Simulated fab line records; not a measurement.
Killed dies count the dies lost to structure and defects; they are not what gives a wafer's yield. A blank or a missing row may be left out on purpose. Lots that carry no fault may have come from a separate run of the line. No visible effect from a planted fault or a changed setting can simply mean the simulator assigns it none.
Which tool was responsible? / flow sky130 / 39 wafers from 13 lots sampled at 6 of the route's 708 steps

== WHAT EACH GAUGE READ, for each wafer ==
SKY_LDD_P_TW_MEAS_11.
lot=L226; measured=day 18 15:50; on=filmMetro-02; LDD_P_TW=633 638 635
lot=L227; measured=day 19 07:43; on=filmMetro-03; LDD_P_TW=625 630 627
lot=L228; measured=day 20 12:47; on=filmMetro-03; LDD_P_TW=630 626 625
lot=L231; measured=day 21 16:49; on=filmMetro-02; LDD_P_TW=634 635 634
lot=L232; measured=day 22 06:49; on=filmMetro-03; LDD_P_TW=633 631 633
lot=L237; measured=day 23 15:05; on=filmMetro-01; LDD_P_TW=631 633 639
lot=L240; measured=day 23 21:36; on=filmMetro-03; LDD_P_TW=631 630 632
lot=L242; measured=day 24 03:53; on=filmMetro-03; LDD_P_TW=623 624 627
lot=L245; measured=day 26 03:25; on=filmMetro-02; LDD_P_TW=637 635 642
lot=L246; measured=day 26 09:53; on=filmMetro-03; LDD_P_TW=631 631 631
lot=L247; measured=day 26 13:29; on=filmMetro-02; LDD_P_TW=638 635 639
lot=L248; measured=day 26 13:20; on=filmMetro-01; LDD_P_TW=631 638 634
lot=L249; measured=day 26 16:07; on=filmMetro-01; LDD_P_TW=630 636 632

SKY_LDD_HVN_TW_MEAS_10.
lot=L226; measured=day 19 23:58; on=filmMetro-01; LDD_HVN_TW=1419 1418 1436
lot=L227; measured=day 20 14:16; on=filmMetro-03; LDD_HVN_TW=1428 1426 1429
lot=L228; measured=day 22 06:58; on=filmMetro-04; LDD_HVN_TW=1443 1443 1440
lot=L231; measured=day 22 16:40; on=filmMetro-03; LDD_HVN_TW=1429 1426 1429
lot=L232; measured=day 23 12:13; on=filmMetro-01; LDD_HVN_TW=136 135 135
lot=L237; measured=day 24 20:49; on=filmMetro-04; LDD_HVN_TW=1446 1452 1438
lot=L240; measured=day 25 03:20; on=filmMetro-04; LDD_HVN_TW=1455 1445 1445
lot=L242; measured=day 25 09:10; on=filmMetro-01; LDD_HVN_TW=1440 1435 1441
lot=L245; measured=day 27 08:15; on=filmMetro-03; LDD_HVN_TW=1410 1411 1409
lot=L246; measured=day 27 15:07; on=filmMetro-03; LDD_HVN_TW=1410 1417 1412
lot=L247; measured=day 27 18:30; on=filmMetro-01; LDD_HVN_TW=1438 1433 1445
lot=L248; measured=day 27 18:13; on=filmMetro-01; LDD_HVN_TW=1439 1436 1435
lot=L249; measured=day 27 19:53; on=filmMetro-03; LDD_HVN_TW=1412 1413 1417

== WHAT TOOL EACH LOT RAN ON (gives the tool, then ch and the chambers of the sampled wafers, and finally the start) ==
lot=L226; SKY_RES_PROTECT_STRIP_07=plasmaAsher-01 ch 0,1, day 14 23:09; SKY_POLY_GATE_ETCH_17=rieSi-02 ch 1,2, day 16 02:31; SKY_LDD_P_STRIP_10=plasmaAsher-03 ch 0,1, day 18 15:44; SKY_LDD_HVN_STRIP_09=plasmaAsher-02 ch 0,1, day 19 23:52
lot=L227; SKY_RES_PROTECT_STRIP_07=plasmaAsher-02 ch 0,1, day 15 11:39; SKY_POLY_GATE_ETCH_17=rieSi-02 ch 0,1,2, day 16 17:58; SKY_LDD_P_STRIP_10=plasmaAsher-04 ch 0,1, day 19 07:37; SKY_LDD_HVN_STRIP_09=plasmaAsher-02 ch 0,1, day 20 14:10
lot=L228; SKY_RES_PROTECT_STRIP_07=plasmaAsher-01 ch 0,1, day 16 10:52; SKY_POLY_GATE_ETCH_17=rieSi-02 ch 0,1,3, day 17 19:22; SKY_LDD_P_STRIP_10=plasmaAsher-03 ch 0,1, day 20 12:41; SKY_LDD_HVN_STRIP_09=plasmaAsher-02 ch 0,1, day 22 06:52
lot=L231; SKY_RES_PROTECT_STRIP_07=plasmaAsher-01 ch 0,1, day 17 14:22; SKY_POLY_GATE_ETCH_17=rieSi-02 ch 0,3, day 18 23:25; SKY_LDD_P_STRIP_10=plasmaAsher-04 ch 0,1, day 21 16:43; SKY_LDD_HVN_STRIP_09=plasmaAsher-01 ch 0,1, day 22 16:34
lot=L232; SKY_RES_PROTECT_STRIP_07=plasmaAsher-02 ch 0,1, day 17 14:58; SKY_POLY_GATE_ETCH_17=rieSi-02 ch 0,1,3, day 19 00:24; SKY_LDD_P_STRIP_10=plasmaAsher-04 ch 0,1, day 22 06:43; SKY_LDD_HVN_STRIP_09=plasmaAsher-04 ch 0,1, day 23 12:07
lot=L237; SKY_RES_PROTECT_STRIP_07=plasmaAsher-04 ch 0,1, day 19 03:48; SKY_POLY_GATE_ETCH_17=rieSi-01 ch 0,2,3, day 20 12:43; SKY_LDD_P_STRIP_10=plasmaAsher-03 ch 0,1, day 23 14:59; SKY_LDD_HVN_STRIP_09=plasmaAsher-02 ch 0,1, day 24 20:43
lot=L240; SKY_RES_PROTECT_STRIP_07=plasmaAsher-01 ch 0,1, day 19 21:58; SKY_POLY_GATE_ETCH_17=rieSi-01 ch 1,2, day 21 05:46; SKY_LDD_P_STRIP_10=plasmaAsher-03 ch 0,1, day 23 21:30; SKY_LDD_HVN_STRIP_09=plasmaAsher-02 ch 0,1, day 25 03:14
lot=L242; SKY_RES_PROTECT_STRIP_07=plasmaAsher-01 ch 0,1, day 20 13:14; SKY_POLY_GATE_ETCH_17=rieSi-02 ch 1,3, day 21 20:36; SKY_LDD_P_STRIP_10=plasmaAsher-02 ch 0,1, day 24 03:48; SKY_LDD_HVN_STRIP_09=plasmaAsher-01 ch 0,1, day 25 09:05
lot=L245; SKY_RES_PROTECT_STRIP_07=plasmaAsher-01 ch 0,1, day 22 06:49; SKY_POLY_GATE_ETCH_17=rieSi-01 ch 1,2,3, day 23 14:52; SKY_LDD_P_STRIP_10=plasmaAsher-03 ch 0,1, day 26 03:19; SKY_LDD_HVN_STRIP_09=plasmaAsher-02 ch 0, day 27 08:08
lot=L246; SKY_RES_PROTECT_STRIP_07=plasmaAsher-02 ch 0,1, day 22 11:28; SKY_POLY_GATE_ETCH_17=rieSi-02 ch 0,1, day 23 20:34; SKY_LDD_P_STRIP_10=plasmaAsher-04 ch 0,1, day 26 09:47; SKY_LDD_HVN_STRIP_09=plasmaAsher-01 ch 0,1, day 27 15:01
lot=L247; SKY_RES_PROTECT_STRIP_07=plasmaAsher-02 ch 0,1, day 22 13:37; SKY_POLY_GATE_ETCH_17=rieSi-02 ch 0,1,2, day 23 23:06; SKY_LDD_P_STRIP_10=plasmaAsher-04 ch 0,1, day 26 13:22; SKY_LDD_HVN_STRIP_09=plasmaAsher-04 ch 1, day 27 18:23
lot=L248; SKY_RES_PROTECT_STRIP_07=plasmaAsher-04 ch 0,1, day 22 14:42; SKY_POLY_GATE_ETCH_17=rieSi-01 ch 0,1, day 23 22:52; SKY_LDD_P_STRIP_10=plasmaAsher-02 ch 0,1, day 26 13:15; SKY_LDD_HVN_STRIP_09=plasmaAsher-01 ch 0,1, day 27 18:08
lot=L249; SKY_RES_PROTECT_STRIP_07=plasmaAsher-04 ch 0,1, day 22 17:10; SKY_POLY_GATE_ETCH_17=rieSi-01 ch 0,1,2, day 24 01:36; SKY_LDD_P_STRIP_10=plasmaAsher-03 ch 0,1, day 26 16:01; SKY_LDD_HVN_STRIP_09=plasmaAsher-02 ch 0, day 27 19:47
- SKY_RES_PROTECT_STRIP_07: strips in O2/N2.
- SKY_POLY_GATE_ETCH_17: etches poly-Si in HBr/Cl2, stops on SiO2, target depth 180 nm, time 70.5 s.
- SKY_LDD_P_STRIP_10: strips in O2/N2.
- SKY_LDD_HVN_STRIP_09: strips in O2/N2.

== AS READ BY THE TOOLS THEMSELVES (means over the sampled wafers that have a number; for cases with no such wafer, the mark the record gives instead) ==
SKY_RES_PROTECT_STRIP_07.
lot=L226; tool=plasmaAsher-01; drypumpMotorCurrentA (A)=5.5; oesProductAu (a.u.)=0.517; stripTimeToEndpointS (s)=23.31
lot=L227; tool=plasmaAsher-02; drypumpMotorCurrentA (A)=5.7; oesProductAu (a.u.)=0.514; stripTimeToEndpointS (s)=23.29
lot=L228; tool=plasmaAsher-01; drypumpMotorCurrentA (A)=5.5; oesProductAu (a.u.)=0.520; stripTimeToEndpointS (s)=23.36
lot=L231; tool=plasmaAsher-01; drypumpMotorCurrentA (A)=5.6; oesProductAu (a.u.)=0.518; stripTimeToEndpointS (s)=23.33
lot=L232; tool=plasmaAsher-02; drypumpMotorCurrentA (A)=5.7; oesProductAu (a.u.)=0.517; stripTimeToEndpointS (s)=23.25
lot=L237; tool=plasmaAsher-04; drypumpMotorCurrentA (A)=5.6; oesProductAu (a.u.)=0.516; stripTimeToEndpointS (s)=23.35
lot=L240; tool=plasmaAsher-01; drypumpMotorCurrentA (A)=5.8; oesProductAu (a.u.)=0.519; stripTimeToEndpointS (s)=23.25
lot=L242; tool=plasmaAsher-01; drypumpMotorCurrentA (A)=5.6; oesProductAu (a.u.)=0.520; stripTimeToEndpointS (s)=23.33
lot=L245; tool=plasmaAsher-01; drypumpMotorCurrentA (A)=5.8; oesProductAu (a.u.)=0.516; stripTimeToEndpointS (s)=23.25
lot=L246; tool=plasmaAsher-02; drypumpMotorCurrentA (A)=5.7; oesProductAu (a.u.)=0.517; stripTimeToEndpointS (s)=23.29
lot=L247; tool=plasmaAsher-02; drypumpMotorCurrentA (A)=5.7; oesProductAu (a.u.)=0.518; stripTimeToEndpointS (s)=23.23
lot=L248; tool=plasmaAsher-04; drypumpMotorCurrentA (A)=6.1; oesProductAu (a.u.)=0.522; stripTimeToEndpointS (s)=23.33
lot=L249; tool=plasmaAsher-04; drypumpMotorCurrentA (A)=5.6; oesProductAu (a.u.)=0.519; stripTimeToEndpointS (s)=23.29

SKY_POLY_GATE_ETCH_17.
lot=L226; tool=rieSi-02; drypumpMotorCurrentA (A)=4.9; heBacksideLeakSccm (sccm)=2.72; oesProductAu (a.u.)=0.988; throttleValvePct (%)=33.679
lot=L227; tool=rieSi-02; drypumpMotorCurrentA (A)=5.4; heBacksideLeakSccm (sccm)=2.78; oesProductAu (a.u.)=0.983; throttleValvePct (%)=33.686
lot=L228; tool=rieSi-02; drypumpMotorCurrentA (A)=5.8; heBacksideLeakSccm (sccm)=2.72; oesProductAu (a.u.)=0.974; throttleValvePct (%)=33.686
lot=L231; tool=rieSi-02; drypumpMotorCurrentA (A)=6.2; heBacksideLeakSccm (sccm)=3.59; oesProductAu (a.u.)=0.980; throttleValvePct (%)=33.689
lot=L232; tool=rieSi-02; drypumpMotorCurrentA (A)=5.8; heBacksideLeakSccm (sccm)=2.71; oesProductAu (a.u.)=0.977; throttleValvePct (%)=33.685
lot=L237; tool=rieSi-01; drypumpMotorCurrentA (A)=5.8; heBacksideLeakSccm (sccm)=2.47; oesProductAu (a.u.)=0.991; throttleValvePct (%)=33.688
lot=L240; tool=rieSi-01; drypumpMotorCurrentA (A)=6.4; heBacksideLeakSccm (sccm)=2.41; oesProductAu (a.u.)=0.988; throttleValvePct (%)=33.677
lot=L242; tool=rieSi-02; drypumpMotorCurrentA (A)=5.8; heBacksideLeakSccm (sccm)=2.50; oesProductAu (a.u.)=0.981; throttleValvePct (%)=33.684
lot=L245; tool=rieSi-01; drypumpMotorCurrentA (A)=6.1; heBacksideLeakSccm (sccm)=2.55; oesProductAu (a.u.)=0.997; throttleValvePct (%)=33.688
lot=L246; tool=rieSi-02; drypumpMotorCurrentA (A)=5.8; heBacksideLeakSccm (sccm)=2.86; oesProductAu (a.u.)=0.984; throttleValvePct (%)=33.674
lot=L247; tool=rieSi-02; drypumpMotorCurrentA (A)=5.4; heBacksideLeakSccm (sccm)=2.84; oesProductAu (a.u.)=0.985; throttleValvePct (%)=33.688
lot=L248; tool=rieSi-01; drypumpMotorCurrentA (A)=6.5; heBacksideLeakSccm (sccm)=2.59; oesProductAu (a.u.)=0.995; throttleValvePct (%)=33.679
lot=L249; tool=rieSi-01; drypumpMotorCurrentA (A)=6.1; heBacksideLeakSccm (sccm)=2.64; oesProductAu (a.u.)=0.989; throttleValvePct (%)=33.680

SKY_LDD_P_STRIP_10.
lot=L226; tool=plasmaAsher-03; drypumpMotorCurrentA (A)=5.9; oesProductAu (a.u.)=0.724; stripTimeToEndpointS (s)=14.16
lot=L227; tool=plasmaAsher-04; drypumpMotorCurrentA (A)=6.1; oesProductAu (a.u.)=0.718; stripTimeToEndpointS (s)=14.17
lot=L228; tool=plasmaAsher-03; drypumpMotorCurrentA (A)=5.9; oesProductAu (a.u.)=0.717; stripTimeToEndpointS (s)=14.17
lot=L231; tool=plasmaAsher-04; drypumpMotorCurrentA (A)=6.1; oesProductAu (a.u.)=0.716; stripTimeToEndpointS (s)=14.17
lot=L232; tool=plasmaAsher-04; drypumpMotorCurrentA (A)=6.1; oesProductAu (a.u.)=0.951; stripTimeToEndpointS (s)=-
lot=L237; tool=plasmaAsher-03; drypumpMotorCurrentA (A)=6.0; oesProductAu (a.u.)=0.717; stripTimeToEndpointS (s)=14.12
lot=L240; tool=plasmaAsher-03; drypumpMotorCurrentA (A)=5.9; oesProductAu (a.u.)=0.717; stripTimeToEndpointS (s)=14.20
lot=L242; tool=plasmaAsher-02; drypumpMotorCurrentA (A)=5.7; oesProductAu (a.u.)=0.716; stripTimeToEndpointS (s)=14.10
lot=L245; tool=plasmaAsher-03; drypumpMotorCurrentA (A)=6.1; oesProductAu (a.u.)=0.719; stripTimeToEndpointS (s)=14.21
lot=L246; tool=plasmaAsher-04; drypumpMotorCurrentA (A)=6.1; oesProductAu (a.u.)=0.717; stripTimeToEndpointS (s)=14.15
lot=L247; tool=plasmaAsher-04; drypumpMotorCurrentA (A)=6.1; oesProductAu (a.u.)=0.717; stripTimeToEndpointS (s)=14.19
lot=L248; tool=plasmaAsher-02; drypumpMotorCurrentA (A)=5.7; oesProductAu (a.u.)=0.716; stripTimeToEndpointS (s)=14.13
lot=L249; tool=plasmaAsher-03; drypumpMotorCurrentA (A)=5.9; oesProductAu (a.u.)=0.719; stripTimeToEndpointS (s)=14.19

SKY_LDD_HVN_STRIP_09.
lot=L226; tool=plasmaAsher-02; drypumpMotorCurrentA (A)=5.7; oesProductAu (a.u.)=0.410; stripTimeToEndpointS (s)=4.139
lot=L227; tool=plasmaAsher-02; drypumpMotorCurrentA (A)=5.7; oesProductAu (a.u.)=0.408; stripTimeToEndpointS (s)=4.147
lot=L228; tool=plasmaAsher-02; drypumpMotorCurrentA (A)=5.7; oesProductAu (a.u.)=0.409; stripTimeToEndpointS (s)=4.128
lot=L231; tool=plasmaAsher-01; drypumpMotorCurrentA (A)=5.5; oesProductAu (a.u.)=0.409; stripTimeToEndpointS (s)=4.145
lot=L232; tool=plasmaAsher-04; drypumpMotorCurrentA (A)=6.1; oesProductAu (a.u.)=0.536; stripTimeToEndpointS (s)=7.319
lot=L237; tool=plasmaAsher-02; drypumpMotorCurrentA (A)=5.7; oesProductAu (a.u.)=0.406; stripTimeToEndpointS (s)=4.118
lot=L240; tool=plasmaAsher-02; drypumpMotorCurrentA (A)=5.6; oesProductAu (a.u.)=0.405; stripTimeToEndpointS (s)=4.133
lot=L242; tool=plasmaAsher-01; drypumpMotorCurrentA (A)=5.6; oesProductAu (a.u.)=0.410; stripTimeToEndpointS (s)=4.125
lot=L245; tool=plasmaAsher-02; drypumpMotorCurrentA (A)=5.7; oesProductAu (a.u.)=0.405; stripTimeToEndpointS (s)=4.129
lot=L246; tool=plasmaAsher-01; drypumpMotorCurrentA (A)=5.6; oesProductAu (a.u.)=0.408; stripTimeToEndpointS (s)=4.118
lot=L247; tool=plasmaAsher-04; drypumpMotorCurrentA (A)=5.0; oesProductAu (a.u.)=0.405; stripTimeToEndpointS (s)=4.119
lot=L248; tool=plasmaAsher-01; drypumpMotorCurrentA (A)=5.5; oesProductAu (a.u.)=0.406; stripTimeToEndpointS (s)=4.125
lot=L249; tool=plasmaAsher-02; drypumpMotorCurrentA (A)=5.6; oesProductAu (a.u.)=0.407; stripTimeToEndpointS (s)=4.133

== THE ANSWER, worked out from the rows above alone ==
Rule: the lots themselves supply what counts as usual. Put in order of their means at a reading, lots are off if they are a third of the lots or fewer, leave a main group of 4 or more, and stand apart from it by a gap of 3 or more times the standard deviation of the main group's means; of several such gaps the widest counts. If all means in a main group match to the digits the tables above print for the reading, that group is not used. A lot without any number at a reading at which 4 lots or more have one is off too. Any other lot the step has rows for is counted as sound. Order of review: gauges by route order, followed by the tools' own readings, for which a lot's mean as printed above is used. The first step at which some lot is off is used, and at that step the reading that is off furthest; a lot without a number counts as furthest.
Off: L232, seen at SKY_LDD_HVN_TW_MEAS_10 (LDD_HVN_TW). The main group has a mean of 1431 with a standard deviation of 13.
A tool fits if, at a process step before that reading, it ran every lot that is off, and no sound lot after the first of them. Not tried: the gauges at SKY_LDD_HVN_TW_MEAS_10; whatever is off there is also off at SKY_LDD_P_STRIP_10, on other tools, and gauge error can't account for it. Of those tried, none fits.

== WHAT THE SIMULATOR HAD PUT IN ==
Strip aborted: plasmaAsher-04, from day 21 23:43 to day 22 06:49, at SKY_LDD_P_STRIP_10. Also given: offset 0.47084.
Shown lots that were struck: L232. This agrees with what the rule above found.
